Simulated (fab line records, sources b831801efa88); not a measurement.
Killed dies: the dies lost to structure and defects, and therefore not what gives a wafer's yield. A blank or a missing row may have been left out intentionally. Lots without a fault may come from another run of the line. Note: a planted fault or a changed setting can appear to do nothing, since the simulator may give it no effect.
fab line records    flow sfqLine
record lots=6  wafers=18  lastDay=91
route steps=325 shown I4@170 JJ@178 M5@198 A5B@209 R5@225
lots that met no fault: from a run of the same line without faults
startH: hours from the record's first day to the start of the lot's first wafer shown    waitH: how many hours have passed since the lot's step before this one    " the same as in the row above    L1.1+2: several wafers, shown together as one row    - no value, or no start given    * or withheld: withheld    < > ~ a bound
route shown NAME@n: NAME is a module with steps in the file, n the number in the route of the first one    usual: mean/standard deviation of fault-free wafers    same: alike in all rows    chamber/n: place in a boat    sites: per-site readings    _std_site: standard deviation across them    _edge_site: mean of outer sites minus mean of inner sites    radiusMm: how far each site lies from the wafer's centre    mask NAME#n: copy n    behind: the most recent tool/chamber to have shaped the wafer    hold: cause of the lot's hold/its duration in hours/its outcome    device: transistor that didn't switch, given as n, p or np    end of line: tests of these same wafers at the route's end    step lacking rows: just its recipe    killed: not the wafer's yield, but the dies lost to structure and defects at the first sort    map: shows each die of a wafer: x if killed, . if not, _ if none is there
set.NAME: the setting that was run; set.NAME@STEP: the one run at that earlier step    model.NAME: the simulator's own value behind a step, which no gauge read
lots at some steps of the route; a table a step, a row a wafer
services: a tool's chamber out of use, with start hour (startH, from the record's first day; less than 0 if before it), hours out, and reason
## steps
# step SFQ_TRILAYER_I4_VIA_LITHO_EXPOSE_104
# recipe maskId=I4  na=0.6  sourceShape=conventional  sigmaOuter=0.65  targetCdNm=700  doseMj=21.3
# step SFQ_TRILAYER_I4_VIA_LITHO_PEB_106
# recipe pebTempC=115  pebTimeS=60  resist=KrF
# step SFQ_TRILAYER_I4_VIA_LITHO_DEVELOP_105
# recipe timeS=60  resist=KrF
# step SFQ_I4_OVL_MEAS_928
# usual I4_OVL=1/5.5
lot.wafer  tool        chamber  startH   waitH  I4_OVL[nm]
L163.3     overlay-01  -        1277.89  0.1    2
L163.5     "           -        "        "      3
L163.6     "           -        "        "      -6
L168.1     overlay-01  -        1479.07  0.1    1
L168.2     "           -        "        "      -3
L168.4     "           -        "        "      1
L174.2     overlay-02  -        1517.38  0.1    -1
L174.3     "           -        "        "      2
L174.4     "           -        "        "      -2
L175.2     overlay-02  -        1529.38  0.1    11
L175.3     "           -        "        "      3
L175.6     "           -        "        "      14
L182.1     overlay-01  -        1605.61  0.1    4
L182.3     "           -        "        "      0
L182.6     "           -        "        "      3
L183.1     overlay-02  -        1608.01  0.1    5
L183.3     "           -        "        "      3
L183.6     "           -        "        "      0
# step SFQ_TRILAYER_I4_VIA_BARC_OPEN_VIA_ETCH_146
# recipe maskMaterial=PR  chemistry=O2  targetDepthNm=125  target=BARC  sourceW=500  biasW=80  pressureMtorr=30  timeS=41.7
# usual drypumpMotorCurrentA=5.7/0.34  oesProductAu=0.685/0.0049
lot.wafer  tool        chamber  startH   waitH  drypumpMotorCurrentA  oesProductAu  rfHoursCounterH
L163.3     rieDiel-02  1        1277.92  0.0    5.2                   0.691         10
L163.5     "           1        "        "      5.2                   0.683         -
L163.6     "           0        "        "      5.9                   0.691         -
L168.1     rieDiel-04  3        1479.11  0.0    5.9                   0.688         0
L168.2     "           0        "        "      5.5                   0.689         7
L168.4     "           2        "        "      5.5                   0.692         13
L174.2     rieDiel-04  1        1517.41  0.0    6.2                   0.672         18
L174.3     "           3        "        "      5.9                   0.682         0
L174.4     "           0        "        "      5.5                   0.683         7
L175.2     rieDiel-04  3        1529.41  0.0    5.9                   0.684         0
L175.3     "           1        "        "      6.2                   0.683         18
L175.6     "           1        "        "      6.2                   0.690         -
L182.1     rieDiel-04  0        1605.65  0.0    5.5                   0.682         8
L182.3     "           3        "        "      5.9                   0.684         1
L182.6     "           3        "        "      5.9                   0.681         -
L183.1     rieDiel-01  1        1608.05  0.0    5.4                   0.689         11
L183.3     "           3        "        "      5.4                   0.679         5
L183.6     "           2        "        "      5.5                   0.690         -
# step SFQ_TRILAYER_I4_VIA_ETCH_VIA_ETCH_106
# recipe target=SiO2  stopOn=Nb  maskMaterial=PR  taperDeg=20  chemistry=CHF3  targetDepthNm=260  sourceW=500  biasW=80  pressureMtorr=30  timeS=withheld
# step SFQ_TRILAYER_I4_VIA_STRIP_STRIP_107
# recipe gas=O2  powerW=200  platenTempC=40  overashFraction=0.65  chemistry=O2  pressureMtorr=50
# step SFQ_TRILAYER_I4_VIA_STRIP_SOLV_CLEAN_108
# recipe chemistry=NMP  tempC=70  timeS=600
# step SFQ_TRILAYER_JJ_TRILAYER_DEP_PRE_CLEAN_113
# recipe gas=Ar  timeS=22.5  biasV=250
# step SFQ_TRILAYER_JJ_TRILAYER_DEP_SPUTTER_109
# recipe material=Nb  basePressurePa=1.33e-06  chamberPressurePa=0.1333  substrateTempC=20  targetThkNm=150  powerW=2000  timeS=100
# step SFQ_TRILAYER_JJ_TRILAYER_DEP_SPUTTER_110
# recipe material=Al  basePressurePa=1.33e-06  targetThkNm=8  powerW=500  timeS=10  chamberPressurePa=0.4
# step SFQ_TRILAYER_JJ_TRILAYER_DEP_AL_OXIDATION_111
# recipe pressureMbar=0.014667  oxidationTimeS=600  temperatureK=293
# step SFQ_TRILAYER_JJ_TRILAYER_DEP_SPUTTER_112
# recipe material=Nb  basePressurePa=1.33e-06  chamberPressurePa=0.1333  substrateTempC=20  targetThkNm=170  powerW=2000  timeS=113.3
# usual throttleValvePct=29.9/0.81
lot.wafer  tool           chamber  startH   waitH  throttleValvePct  model.Nb_of_TRILAYER_JJ_TRILAYER_DEP_SPUTTER_112.thkNm
L163.3     pvdSputter-06  -        1279.97  0.5    30.3              170.5
L163.5     "              -        "        "      30.2              169.3
L163.6     "              -        "        "      29.0              171
L168.1     pvdSputter-03  -        1481.16  0.5    31.8              171.4
L168.2     "              -        "        "      29.3              172
L168.4     "              -        "        "      29.7              172.4
L174.2     pvdSputter-06  -        1519.47  0.5    29.0              249
L174.3     "              -        "        "      30.3              249.2
L174.4     "              -        "        "      30.0              169
L175.2     pvdSputter-06  -        1531.48  0.5    30.2              245.3
L175.3     "              -        "        "      30.2              247.5
L175.6     "              -        "        "      30.1              246.2
L182.1     pvdSputter-05  -        1607.70  0.5    29.7              171.6
L182.3     "              -        "        "      30.2              172.9
L182.6     "              -        "        "      29.9              171.6
L183.1     pvdSputter-06  -        1610.10  0.5    30.5              168.9
L183.3     "              -        "        "      28.9              167.7
L183.6     "              -        "        "      29.1              168
# step SFQ_JJ_RS_MEAS_929
# recipe thkMeasGauge=four-point-probe  reads=Nb_of_TRILAYER_JJ_TRILAYER_DEP_SPUTTER_112
# usual JJ_NB_RS=1.050/0.012
lot.wafer  tool          chamber  startH   waitH  JJ_NB_RS[ohm/sq]
L163.3     filmMetro-03  -        1280.09  0.1    1.045
L163.5     "             -        "        "      1.052
L163.6     "             -        "        "      1.040
L168.1     filmMetro-01  -        1481.24  0.0    1.042
L168.2     "             -        "        "      1.042
L168.4     "             -        "        "      1.037
L174.2     filmMetro-02  -        1519.56  0.1    0.712
L174.3     "             -        "        "      0.712
L174.4     "             -        "        "      1.054
L175.2     filmMetro-02  -        1531.58  0.1    0.723
L175.3     "             -        "        "      0.718
L175.6     "             -        "        "      0.721
L182.1     filmMetro-01  -        1607.78  0.0    1.042
L182.3     "             -        "        "      1.033
L182.6     "             -        "        "      1.040
L183.1     filmMetro-02  -        1610.18  0.0    1.055
L183.3     "             -        "        "      1.064
L183.6     "             -        "        "      1.060
# step SFQ_TRILAYER_JJ_CE_LITHO_COAT_119
# recipe resist=BARC  spinRpm=3000  resistThkNm=62
# step SFQ_TRILAYER_JJ_CE_LITHO_COAT_114
# recipe resist=KrF  spinRpm=3000  resistThkNm=600
# step SFQ_TRILAYER_JJ_CE_LITHO_SOFTBAKE_118
# recipe tempC=withheld  timeS=withheld  resist=KrF
# step SFQ_TRILAYER_JJ_CE_LITHO_EXPOSE_115
# recipe maskId=J5  na=0.6  sourceShape=conventional  sigmaOuter=0.65  targetCdNm=700  doseMj=14.4
# step SFQ_TRILAYER_JJ_CE_LITHO_PEB_117
# recipe pebTempC=115  pebTimeS=60  resist=KrF
# step SFQ_TRILAYER_JJ_CE_LITHO_DEVELOP_116
# recipe timeS=60  resist=KrF
# step SFQ_JJ_OVL_MEAS_931
# usual J5_OVL=-1/4.5
lot.wafer  tool        chamber  startH   waitH  J5_OVL[nm]
L163.3     overlay-01  -        1406.96  0.1    1
L163.5     "           -        "        "      1
L163.6     "           -        "        "      1
L168.1     overlay-01  -        1483.67  0.1    -4
L168.2     "           -        "        "      -8
L168.4     "           -        "        "      -1
L174.2     overlay-01  -        1521.98  0.1    5
L174.3     "           -        "        "      -3
L174.4     "           -        "        "      2
L175.2     overlay-02  -        1534.00  0.1    -6
L175.3     "           -        "        "      -7
L175.6     "           -        "        "      -6
L182.1     overlay-01  -        1612.07  0.1    -1
L182.3     "           -        "        "      0
L182.6     "           -        "        "      -2
L183.1     overlay-01  -        1614.47  0.1    2
L183.3     "           -        "        "      5
L183.6     "           -        "        "      -2
# step SFQ_TRILAYER_JJ_CE_METRO_MEASURE_117
# usual cdNm=700.4/1.3
lot.wafer  tool      chamber  startH   waitH  cdNm
L163.3     cdSem-01  -        1407.38  0.4    699.3
L163.5     "         -        "        "      697.9
L163.6     "         -        "        "      700.5
L168.1     cdSem-02  -        1483.70  0.0    700.6
L168.2     "         -        "        "      700.5
L168.4     "         -        "        "      701.1
L174.2     cdSem-02  -        1522.21  0.2    700.8
L174.3     "         -        "        "      700.4
L174.4     "         -        "        "      700.8
L175.2     cdSem-01  -        1534.23  0.2    698.2
L175.3     "         -        "        "      699.1
L175.6     "         -        "        "      699.1
L182.1     cdSem-01  -        1612.10  0.0    701.1
L182.3     "         -        "        "      700.5
L182.6     "         -        "        "      702.2
L183.1     cdSem-02  -        1614.50  0.0    697.7
L183.3     "         -        "        "      697.3
L183.6     "         -        "        "      698.6
# step SFQ_TRILAYER_JJ_CE_BARC_OPEN_RIE_150
# recipe maskMaterial=PR  chemistry=O2  targetDepthNm=240  target=BARC  icpW=600  biasW=80  pressureMtorr=10  timeS=80
# step SFQ_TRILAYER_JJ_CE_ETCH_RIE_118
# recipe target=Nb  stopOn=Al2O3  maskMaterial=PR  taperDeg=13.257  overEtchFrac=0.15  timeS=97.7  chemistry=SF6  targetDepthNm=170  icpW=600  biasW=80  pressureMtorr=10
# usual drypumpMotorCurrentA=6.0/0.47  oesProductAu=0.987/0.0069
lot.wafer  tool         chamber  startH   waitH  drypumpMotorCurrentA  oesProductAu  rfHoursCounterH
L163.3     rieMetal-01  0        1408.31  0.1    5.4                   0.981         -
L163.5     "            1        "        "      5.6                   0.983         -
L163.6     "            0        "        "      5.4                   0.992         -
L168.1     rieMetal-04  0        1484.99  0.1    6.4                   0.991         2
L168.2     "            1        "        "      6.6                   0.993         10
L168.4     "            0        "        "      6.5                   0.997         -
L174.2     rieMetal-04  1        1523.30  0.1    6.6                   1.007         16
L174.3     "            1        "        "      6.6                   1.005         -
L174.4     "            0        "        "      6.5                   0.997         -
L175.2     rieMetal-04  0        1535.32  0.1    6.5                   1.015         10
L175.3     "            1        "        "      6.6                   1.011         -
L175.6     "            0        "        "      6.5                   1.009         -
L182.1     rieMetal-02  0        1613.39  0.1    6.0                   0.980         78
L182.3     "            1        "        "      5.6                   0.999         -
L182.6     "            0        "        "      6.0                   0.983         -
L183.1     rieMetal-01  0        1615.79  0.1    5.4                   0.979         17
L183.3     "            1        "        "      5.6                   0.990         -
L183.6     "            1        "        "      5.6                   0.981         -
# step SFQ_TRILAYER_JJ_ANODIZE_ANODIZE_119
# recipe currentDensityMaCm2=withheld  endCurrentDensityMaCm2=withheld  bathTempC=withheld
# step SFQ_TRILAYER_JJ_CE_STRIP_STRIP_120
# recipe gas=O2  powerW=200  platenTempC=40  overashFraction=0.65  chemistry=O2  pressureMtorr=50
# step SFQ_TRILAYER_JJ_CE_STRIP_SOLV_CLEAN_121
# recipe chemistry=NMP  tempC=70  timeS=600
# step SFQ_TRILAYER_M5_LITHO_COAT_128
# recipe resist=BARC  spinRpm=3000  resistThkNm=62
# step SFQ_TRILAYER_M5_LITHO_COAT_123
# recipe resist=KrF  spinRpm=3000  resistThkNm=600
# step SFQ_TRILAYER_M5_LITHO_SOFTBAKE_127
# recipe tempC=withheld  timeS=withheld  resist=KrF
# step SFQ_TRILAYER_M5_LITHO_EXPOSE_124
# recipe maskId=M5  na=0.6  sourceShape=conventional  sigmaOuter=0.65  targetCdNm=700  doseMj=14.4
# step SFQ_TRILAYER_M5_LITHO_PEB_126
# recipe pebTempC=115  pebTimeS=60  resist=KrF
# step SFQ_TRILAYER_M5_LITHO_DEVELOP_125
# recipe timeS=60  resist=KrF
# step SFQ_M5_OVL_MEAS_932
# usual M5_OVL=3/5
lot.wafer  tool        chamber  startH   waitH  M5_OVL[nm]
L163.3     overlay-02  -        1544.42  0.1    5
L163.5     "           -        "        "      1
L163.6     "           -        "        "      2
L168.1     overlay-02  -        1597.21  0.1    7
L168.2     "           -        "        "      5
L168.4     "           -        "        "      3
L174.2     overlay-02  -        1621.22  0.1    5
L174.3     "           -        "        "      3
L174.4     "           -        "        "      2
L175.2     overlay-01  -        1633.22  0.1    6
L175.3     "           -        "        "      6
L175.6     "           -        "        "      2
L182.1     overlay-02  -        1670.41  0.1    4
L182.3     "           -        "        "      2
L182.6     "           -        "        "      2
L183.1     overlay-01  -        1671.61  0.1    -4
L183.3     "           -        "        "      1
L183.6     "           -        "        "      -3
# step SFQ_TRILAYER_M5_BARC_OPEN_METAL_ETCH_161
# recipe maskMaterial=PR  chemistry=O2  targetDepthNm=125  target=BARC  icpW=600  biasW=80  pressureMtorr=10  timeS=41.7
# step SFQ_TRILAYER_M5_ETCH_METAL_ETCH_126
# recipe target=Nb  stopOn=SiO2  maskMaterial=PR  overEtchFrac=0.15  timeS=203.2  chemistry=Cl2/BCl3  targetDepthNm=265  icpW=600  biasW=80  pressureMtorr=10
# step SFQ_TRILAYER_M5_STRIP_STRIP_127
# recipe gas=O2  powerW=200  platenTempC=40  overashFraction=0.65  chemistry=O2  pressureMtorr=50
# step SFQ_TRILAYER_M5_STRIP_SOLV_CLEAN_128
# recipe chemistry=NMP  tempC=70  timeS=600
# step SFQ_TRILAYER_A5B_DEP_PECVD_129
# recipe material=SiO2  tempC=150  timeS=133.33  pressureTorr=2.4  rfW=183.3  precursor=SiH4/N2O  targetThkNm=600
# usual heaterPowerW=92/13  throttleValvePct=24.8/1.2
lot.wafer  tool      chamber  startH   waitH  heaterPowerW  throttleValvePct
L163.3     pecvd-03  1        1545.48  0.0    88            24.4
L163.5     "         2        "        "      63            24.2
L163.6     "         1        "        "      90            23.9
L168.1     pecvd-03  2        1598.29  0.0    65            24.0
L168.2     "         0        "        "      98            26.1
L168.4     "         1        "        "      74            24.3
L174.2     pecvd-04  0        1622.28  0.0    96            22.5
L174.3     "         1        "        "      83            24.4
L174.4     "         0        "        "      97            22.8
L175.2     pecvd-04  2        1634.28  0.0    79            23.4
L175.3     "         0        "        "      86            22.4
L175.6     "         1        "        "      92            24.0
L182.1     pecvd-04  2        1671.48  0.0    87            23.6
L182.3     "         1        "        "      84            24.4
L182.6     "         1        "        "      87            24.5
L183.1     pecvd-03  0        1672.68  0.0    104           27.0
L183.3     "         1        "        "      91            24.7
L183.6     "         0        "        "      109           26.5
# step SFQ_TRILAYER_A5B_CMP_CMP_130
# recipe stopOn=Nb  downForcePsi=3  platenRpm=60  targetThkNm=340.7
# usual motorCurrentA=9.9/0.91
lot.wafer  tool    chamber  startH   waitH  motorCurrentA
L163.3     cmp-02  0        1560.22  14.7   10.1
L163.5     "       2        1561.22  15.6   9.6
L163.6     "       3        "        "      11.4
L168.4     cmp-02  3        1604.22  5.8    11.8
L168.1     "       0        "        "      10.1
L168.2     "       1        "        "      10.6
L174.4     cmp-02  0        1623.22  0.8    9.8
L174.3     "       2        1624.22  1.9    9.3
L174.2     "       3        "        "      11.1
L175.2     cmp-02  1        1636.70  2.4    10.7
L175.3     "       0        1638.20  3.9    9.9
L175.6     "       2        1639.20  4.8    9.7
L182.3     cmp-02  1        1676.46  4.9    10.6
L182.1     "       2        "        "      10.0
L182.6     "       2        1678.96  7.4    9.9
L183.1     cmp-01  3        1677.61  4.9    10.5
L183.3     "       0        "        "      8.1
L183.6     "       3        1679.61  6.8    10.1
# step SFQ_TRILAYER_A5B_METRO_MEASURE_131
# usual thkNm=339/4.5
lot.wafer  tool          chamber  startH   waitH  thkNm
L163.3     filmMetro-02  -        1562.62  1.9    339
L163.5     "             -        "        "      337
L163.6     "             -        "        "      339
L168.1     filmMetro-04  -        1607.22  2.0    338
L168.2     "             -        "        "      331
L168.4     "             -        "        "      346
L174.2     filmMetro-02  -        1626.42  1.2    339
L174.3     "             -        "        "      336
L174.4     "             -        "        "      342
L175.2     filmMetro-04  -        1639.90  2.7    343
L175.3     "             -        "        "      340
L175.6     "             -        "        "      344
L182.1     filmMetro-02  -        1679.46  2.0    338
L182.3     "             -        "        "      340
L182.6     "             -        "        "      343
L183.1     filmMetro-03  -        1680.61  2.5    339
L183.3     "             -        "        "      337
L183.6     "             -        "        "      342
# step SFQ_TRILAYER_R5_ETCH_METAL_ETCH_139
# recipe stopOn=SiO2  maskMaterial=PR  chemistry=Cl2  targetDepthNm=60  icpW=600  biasW=80  pressureMtorr=10  timeS=40
# usual drypumpMotorCurrentA=6.1/0.49  oesProductAu=0.990/0.0053
lot.wafer  tool         chamber  startH   waitH  drypumpMotorCurrentA  oesProductAu  rfHoursCounterH  model.Nb_of_TRILAYER_JJ_TRILAYER_DEP_SPUTTER_112.thkNm
L163.3     rieMetal-04  1        1663.33  0.0    6.6                   0.989         -                160.6
L163.5     "            1        "        "      6.6                   0.988         -                159.3
L163.6     "            0        "        "      6.5                   0.989         -                161
L168.1     rieMetal-04  0        1716.16  0.0    6.5                   0.988         33               161.3
L168.2     "            1        "        "      6.6                   0.989         43               161.9
L168.4     "            0        "        "      6.5                   0.984         -                162.4
L174.2     rieMetal-04  1        1724.56  0.0    6.6                   0.990         44               238.9
L174.3     "            1        "        "      6.6                   0.995         -                239.1
L174.4     "            0        "        "      6.4                   0.988         -                158.9
L175.2     rieMetal-01  1        1732.96  0.0    5.6                   0.985         100              235.3
L175.3     "            1        "        "      5.6                   0.982         -                237.5
L175.6     "            0        "        "      5.4                   0.993         -                236.2
L182.1     rieMetal-04  1        1780.96  0.0    6.6                   0.992         53               161.6
L182.3     "            0        "        "      6.4                   1.002         -                162.8
L182.6     "            0        "        "      6.4                   0.986         -                161.4
L183.1     rieMetal-01  1        1782.16  0.0    5.6                   0.987         106              159
L183.3     "            0        "        "      5.4                   0.984         -                157.8
L183.6     "            0        "        "      5.3                   0.987         -                158.1
## services
tool           chamber  startH   hours  kind
pvdSputter-06  -        1258.48  2.2    repair
rieDiel-04     2        1264.78  22.6   repair
cmp-02         -        1269.40  4.0    pm
rieDiel-04     3        1270.67  7.4    repair
rieDiel-04     0        1273.38  12.8   repair
rieDiel-04     3        1290.10  3.2    repair
cmp-02         -        1301.73  1.0    repair
pvdSputter-06  -        1324.96  0.8    repair
cmp-02         -        1338.37  3.4    repair
cmp-02         -        1378.12  2.3    repair
cmp-02         -        1392.68  4.7    repair
cmp-02         -        1413.82  2.0    repair
rieMetal-04    -        1431.61  0.4    repair
cmp-02         -        1436.37  3.1    pm
cmp-02         -        1504.09  0.6    repair
cmp-02         -        1518.28  1.9    repair
rieMetal-04    0        1560.95  10.2   repair
cmp-02         -        1610.22  4.0    pm
cmp-02         -        1654.62  3.5    repair
cmp-02         -        1658.99  1.9    repair
cmp-02         -        1666.48  0.6    repair
cmp-02         -        1683.16  2.2    repair
cmp-02         -        1727.63  1.7    repair
cmp-02         -        1745.62  1.3    repair
## key
firstSign step=SFQ_JJ_RS_MEAS_929  reading=JJ_NB_RS  direction=down  sigmas=27  usual=1.050  struck=0.717
effect step=SFQ_TRILAYER_JJ_CE_ETCH_RIE_118  reading=oesProductAu  direction=up  sigmas=3.3  usual=0.987  struck=1.010
modelEffect step=SFQ_TRILAYER_JJ_TRILAYER_DEP_SPUTTER_112  value=Nb_of_TRILAYER_JJ_TRILAYER_DEP_SPUTTER_112.thkNm  without=167.7  struck=247.4
modelEffect step=SFQ_TRILAYER_R5_ETCH_METAL_ETCH_139  value=Nb_of_TRILAYER_JJ_TRILAYER_DEP_SPUTTER_112.thkNm  without=157.7  struck=237.4
metAt SFQ_TRILAYER_JJ_TRILAYER_DEP_SPUTTER_112
struckWafers L174.2,L174.3,L175.2,L175.3,L175.6
onsetBetween 1279.97 1519.47
fault kind=processParameterDrift  tool=pvdSputter-06  chamber=-  onsetH=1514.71  steps=SFQ_TRILAYER_JJ_TRILAYER_DEP_SPUTTER_112  channel=timeS  offset=*  shape=step  endH=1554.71  scope=struckWafersOnly  actsIn=*  stated=*
